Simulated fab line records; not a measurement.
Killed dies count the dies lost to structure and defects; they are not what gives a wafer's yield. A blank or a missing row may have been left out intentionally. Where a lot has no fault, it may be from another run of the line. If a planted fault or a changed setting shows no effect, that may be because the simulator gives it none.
Which tool is to blame? :: flow sky130 :: Sampling: 10 lots, 30 wafers, 5 of 708 route steps

WHAT THE GAUGES SHOWED, per wafer
SKY_SD_N_TW_MEAS_12.
lot: L720
measured: day 30 14:27
on: film metro-01
SD_N_TW: 3968 3971 3952

lot: L724
measured: day 32 03:19
on: film metro-01
SD_N_TW: 3975 3949 3954

lot: L726
measured: day 32 18:47
on: film metro-03
SD_N_TW: 3948 3965 3981

lot: L729
measured: day 33 18:14
on: film metro-03
SD_N_TW: 3994 3998 3968

lot: L730
measured: day 34 03:47
on: film metro-04
SD_N_TW: 3972 3970 3984

lot: L731
measured: day 34 04:35
on: film metro-03
SD_N_TW: 3986 3973 3976

lot: L732
measured: day 34 14:59
on: film metro-04
SD_N_TW: 3971 3945 3961

lot: L733
measured: day 34 20:29
on: film metro-01
SD_N_TW: 3932 3950 3950

lot: L734
measured: day 35 02:41
on: film metro-03
SD_N_TW: 3990 3989 3963

lot: L735
measured: day 35 23:49
on: film metro-01
SD_N_TW: 3949 3931 3961

SKY_LI_CONTACT_THK_MEAS_01.
lot: L720
measured: day 30 15:13
on: film metro-04
LI_CONTACT_HDPCVD_THK (nm): 931 936 935

lot: L724
measured: day 32 04:08
on: film metro-04
LI_CONTACT_HDPCVD_THK (nm): 937 934 928

lot: L726
measured: day 32 19:34
on: film metro-04
LI_CONTACT_HDPCVD_THK (nm): 916 921 931

lot: L729
measured: day 33 19:01
on: film metro-01
LI_CONTACT_HDPCVD_THK (nm): 923 920 911

lot: L730
measured: day 34 04:32
on: film metro-04
LI_CONTACT_HDPCVD_THK (nm): 922 926 915

lot: L731
measured: day 34 05:21
on: film metro-04
LI_CONTACT_HDPCVD_THK (nm): 921 921 932

lot: L732
measured: day 34 15:46
on: film metro-01
LI_CONTACT_HDPCVD_THK (nm): 912 926 903

lot: L733
measured: day 34 21:15
on: film metro-01
LI_CONTACT_HDPCVD_THK (nm): 923 917 927

lot: L734
measured: day 35 03:27
on: film metro-03
LI_CONTACT_HDPCVD_THK (nm): 927 925 927

lot: L735
measured: day 36 00:37
on: film metro-03
LI_CONTACT_HDPCVD_THK (nm): 910 914 916

SKY_LOCAL_INTERCONNECT_RS_MEAS_01: the measuring method here is four-point-probe.
lot: L720
measured: day 31 20:02
on: film metro-03
LOCAL_INTERCONNECT_TIN_RS (ohm/sq): 30.56 14.03 14.00 30.63 14.01 14.02

lot: L724
measured: day 33 08:47
on: film metro-02
LOCAL_INTERCONNECT_TIN_RS (ohm/sq): 14.25 14.20 14.19

lot: L726
measured: day 34 00:19
on: film metro-01
LOCAL_INTERCONNECT_TIN_RS (ohm/sq): 13.94 14.09 13.94

lot: L729
measured: day 34 23:31
on: film metro-03
LOCAL_INTERCONNECT_TIN_RS (ohm/sq): 13.93 14.17 14.00

lot: L730
measured: day 35 09:04
on: film metro-01
LOCAL_INTERCONNECT_TIN_RS (ohm/sq): 13.97 14.03 13.84

lot: L731
measured: day 35 10:20
on: film metro-02
LOCAL_INTERCONNECT_TIN_RS (ohm/sq): 14.10 14.07 14.01

lot: L732
measured: day 35 20:26
on: film metro-02
LOCAL_INTERCONNECT_TIN_RS (ohm/sq): 14.08 14.10 14.20

lot: L733
measured: day 36 02:08
on: film metro-03
LOCAL_INTERCONNECT_TIN_RS (ohm/sq): 14.30 14.24 14.08

lot: L734
measured: day 36 07:43
on: film metro-01
LOCAL_INTERCONNECT_TIN_RS (ohm/sq): 14.03 14.04 14.04

lot: L735
measured: day 37 04:58
on: film metro-01
LOCAL_INTERCONNECT_TIN_RS (ohm/sq): 14.00 13.97 14.06

SKY_LOCAL_INTERCONNECT_THK_MEAS_02: measures by xrf.
lot: L720
measured: day 32 01:58
on: film metro-03
LOCAL_INTERCONNECT_TIN_THK (nm): 48.8 101.1 101.6 48.9 101.1 101.0

lot: L724
measured: day 33 08:54
on: film metro-02
LOCAL_INTERCONNECT_TIN_THK (nm): 98.6 99.2 99.2

lot: L726
measured: day 34 00:26
on: film metro-01
LOCAL_INTERCONNECT_TIN_THK (nm): 102.1 101.2 101.4

lot: L729
measured: day 34 23:38
on: film metro-03
LOCAL_INTERCONNECT_TIN_THK (nm): 102.5 100.9 101.8

lot: L730
measured: day 35 09:11
on: film metro-01
LOCAL_INTERCONNECT_TIN_THK (nm): 101.2 100.3 102.2

lot: L731
measured: day 35 10:26
on: film metro-02
LOCAL_INTERCONNECT_TIN_THK (nm): 99.8 99.8 100.2

lot: L732
measured: day 35 20:33
on: film metro-02
LOCAL_INTERCONNECT_TIN_THK (nm): 99.8 99.7 98.8

lot: L733
measured: day 36 02:16
on: film metro-03
LOCAL_INTERCONNECT_TIN_THK (nm): 100.0 100.3 100.8

lot: L734
measured: day 36 07:49
on: film metro-01
LOCAL_INTERCONNECT_TIN_THK (nm): 101.8 101.1 101.8

lot: L735
measured: day 37 05:04
on: film metro-01
LOCAL_INTERCONNECT_TIN_THK (nm): 102.0 102.6 101.8

EACH LOT AND THE TOOL THAT RAN IT (in order: tool; ch and the chambers of the sampled wafers; start)
lot: L720
SKY_LOCAL_INTERCONNECT_SPUTTER_00: pvd sputter-03, day 31 19:58

lot: L724
SKY_LOCAL_INTERCONNECT_SPUTTER_00: pvd sputter-02, day 33 08:43

lot: L726
SKY_LOCAL_INTERCONNECT_SPUTTER_00: pvd sputter-04, day 34 00:16

lot: L729
SKY_LOCAL_INTERCONNECT_SPUTTER_00: pvd sputter-03, day 34 23:28

lot: L730
SKY_LOCAL_INTERCONNECT_SPUTTER_00: pvd sputter-02, day 35 09:00

lot: L731
SKY_LOCAL_INTERCONNECT_SPUTTER_00: pvd sputter-02, day 35 10:14

lot: L732
SKY_LOCAL_INTERCONNECT_SPUTTER_00: pvd sputter-04, day 35 20:22

lot: L733
SKY_LOCAL_INTERCONNECT_SPUTTER_00: pvd sputter-02, day 36 02:05

lot: L734
SKY_LOCAL_INTERCONNECT_SPUTTER_00: pvd sputter-03, day 36 07:38

lot: L735
SKY_LOCAL_INTERCONNECT_SPUTTER_00: pvd sputter-03, day 37 04:51
- SKY_LOCAL_INTERCONNECT_SPUTTER_00: material TiN, target thk 100 nm, time 83.3 s.

WHAT THE TOOLS THEMSELVES READ (means of the sampled wafers that have a number; where no wafer has one, the mark that the record gives instead)
SKY_LOCAL_INTERCONNECT_SPUTTER_00.
lot: L720
tool: pvd sputter-03
throttle valve pct (%): 29.2

lot: L724
tool: pvd sputter-02
throttle valve pct (%): 29.1

lot: L726
tool: pvd sputter-04
throttle valve pct (%): 29.5

lot: L729
tool: pvd sputter-03
throttle valve pct (%): 28.8

lot: L730
tool: pvd sputter-02
throttle valve pct (%): 29.4

lot: L731
tool: pvd sputter-02
throttle valve pct (%): 28.7

lot: L732
tool: pvd sputter-04
throttle valve pct (%): 29.3

lot: L733
tool: pvd sputter-02
throttle valve pct (%): 30.1

lot: L734
tool: pvd sputter-03
throttle valve pct (%): 29.7

lot: L735
tool: pvd sputter-03
throttle valve pct (%): 29.1

THE ANSWER, worked out from the rows above alone
Rule: the usual values come from the lots themselves. Put in order of their means at a reading, lots are off if they are a third of the lots or fewer, leave a main group of 4 or more, and stand apart from it by a gap of 3 or more times the standard deviation of the main group's means; of several such gaps the widest counts. A main group is skipped when, at the precision printed for the reading in the tables above, its means are all equal. A lot without any number at a reading at which 4 lots or more have one is off too. All remaining lots with rows at the step are treated as sound. The gauges are gone through in route order, then the tools' own readings, and for those a lot's mean is taken as printed above. The first step at which some lot is off is used, and at that step the reading that is off furthest; a lot without a number counts as furthest.
Off: L720, at SKY_LOCAL_INTERCONNECT_RS_MEAS_01 (LOCAL_INTERCONNECT_TIN_RS). Main group: mean 14.07 ohm/sq, sd 0.088.
A tool fits if, at a process step before that reading, it ran every lot that is off, and no sound lot after the first of them. Those tools and the gauges at SKY_LOCAL_INTERCONNECT_RS_MEAS_01 are tried in the same way. Of those tried, none fits.

WHAT THE SIMULATOR PUT IN
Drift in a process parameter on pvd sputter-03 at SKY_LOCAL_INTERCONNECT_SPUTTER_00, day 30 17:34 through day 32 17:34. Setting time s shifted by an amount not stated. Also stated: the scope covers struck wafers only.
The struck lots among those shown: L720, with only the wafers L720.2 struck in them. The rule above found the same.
